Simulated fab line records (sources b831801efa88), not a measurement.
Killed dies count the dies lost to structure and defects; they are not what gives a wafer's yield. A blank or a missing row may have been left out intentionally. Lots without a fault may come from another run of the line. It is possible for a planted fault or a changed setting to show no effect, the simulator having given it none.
Which tool is to blame? ; flow gf180mcu ; 45 wafers from 15 lots sampled at 3 of the route's 602 steps

WHAT EACH GAUGE READ, for each wafer
GF_DNWELL_TW_MEAS_09.
lot;measured;on;DNWELL_TW
L605;day 2 18:21;film_metro-03;1361 1361 1365
L606;day 3 03:02;film_metro-04;1696 1700 1706
L608;day 3 11:09;film_metro-04;1354 1361 1363
L609;day 3 15:43;film_metro-03;1353 1364 1360
L610;day 3 20:28;film_metro-02;1712 1724 1703
L616;day 5 08:40;film_metro-04;1691 1699 1697
L618;day 5 16:24;film_metro-04;1361 1361 1363
L619;day 5 19:52;film_metro-04;1363 1357 1353
L620;day 6 00:46;film_metro-03;1362 1366 1373
L621;day 6 09:15;film_metro-03;1364 1370 1357
L622;day 6 12:33;film_metro-04;1361 1359 1370
L623;day 6 17:22;film_metro-02;1367 1355 1356
L625;day 7 05:28;film_metro-02;1378 1376 1370
L626;day 7 10:06;film_metro-02;1378 1370 1365
L628;day 7 23:49;film_metro-04;1358 1358 1350

GF_V1_OVL_MEAS_15.
lot;measured;on;V1_OVL (nm)
L605;day 17 19:32;overlay-02;4 9 8
L606;day 18 11:48;overlay-01;3 -4 -3
L608;day 18 21:47;overlay-02;4 5 1
L609;day 19 08:32;overlay-01;-5 3 0
L610;day 19 20:16;overlay-01;0 -5 -2
L616;day 22 06:19;overlay-02;6 6 11
L618;day 22 21:46;overlay-01;11 7 1
L619;day 23 05:19;overlay-01;-2 -3 0
L620;day 23 12:49;overlay-01;1 -4 -7
L621;day 23 22:47;overlay-01;2 2 6
L622;day 24 07:32;overlay-01;0 4 -1
L623;day 24 13:17;overlay-01;5 4 -5
L625;day 25 09:34;overlay-01;0 1 0
L626;day 25 16:32;overlay-01;1 -1 0
L628;day 26 04:19;overlay-02;1 1 0

WHAT TOOL EACH LOT RAN ON (gives the tool, then ch and the chambers of the sampled wafers, and finally the start)
lot;GF_DNWELL_IMPLANT_07
L605;implanter-04 ch 0, day 2 18:06
L606;implanter-04 ch 0, day 3 02:30
L608;implanter-02 ch 0, day 3 10:54
L609;implanter-03 ch 0, day 3 15:30
L610;implanter-02 ch 0, day 3 19:38
L616;implanter-03 ch 0, day 5 08:06
L618;implanter-03 ch 0, day 5 16:09
L619;implanter-04 ch 0, day 5 19:39
L620;implanter-02 ch 0, day 6 00:31
L621;implanter-03 ch 0, day 6 09:00
L622;implanter-02 ch 0, day 6 12:18
L623;implanter-04 ch 0, day 6 17:07
L625;implanter-02 ch 0, day 7 05:15
L626;implanter-04 ch 0, day 7 09:51
L628;implanter-03 ch 0, day 7 23:36
- GF_DNWELL_IMPLANT_07

AS READ BY THE TOOLS THEMSELVES (means over the sampled wafers that have a number; for cases with no such wafer, the mark the record gives instead)
The record holds no such reading with a usual standard deviation.

THE ANSWER, worked out from the rows above alone
Rule: what is usual is taken from the lots themselves. The widest of any qualifying gaps counts: lots, ordered by their means at a reading, are off when they make up no more than a third of the lots, leave a main group of 4 or more, and stand apart from it by 3 or more times the standard deviation of that group's means. If all means in a main group match to the digits the tables above print for the reading, that group is not used. Also off: a lot with no number at a reading for which 4 or more lots have one. The other lots that the step has rows for count as sound. Order of review: gauges by route order, followed by the tools' own readings, for which a lot's mean as printed above is used. At the first step where some lot is off, the reading lying furthest off is the one used; lots without a number count as furthest.
Off: L606, L610, L616, seen at GF_DNWELL_TW_MEAS_09 (DNWELL_TW). For the main group the mean is 1363 and the standard deviation 5.4.
If a tool, at a process step before that reading, ran all the lots that are off and no sound lot after the first of them, it fits. Those tools and the gauges at GF_DNWELL_TW_MEAS_09 are tried in the same way. Of those tried, none fits.

WHAT WAS PUT IN BY THE SIMULATOR
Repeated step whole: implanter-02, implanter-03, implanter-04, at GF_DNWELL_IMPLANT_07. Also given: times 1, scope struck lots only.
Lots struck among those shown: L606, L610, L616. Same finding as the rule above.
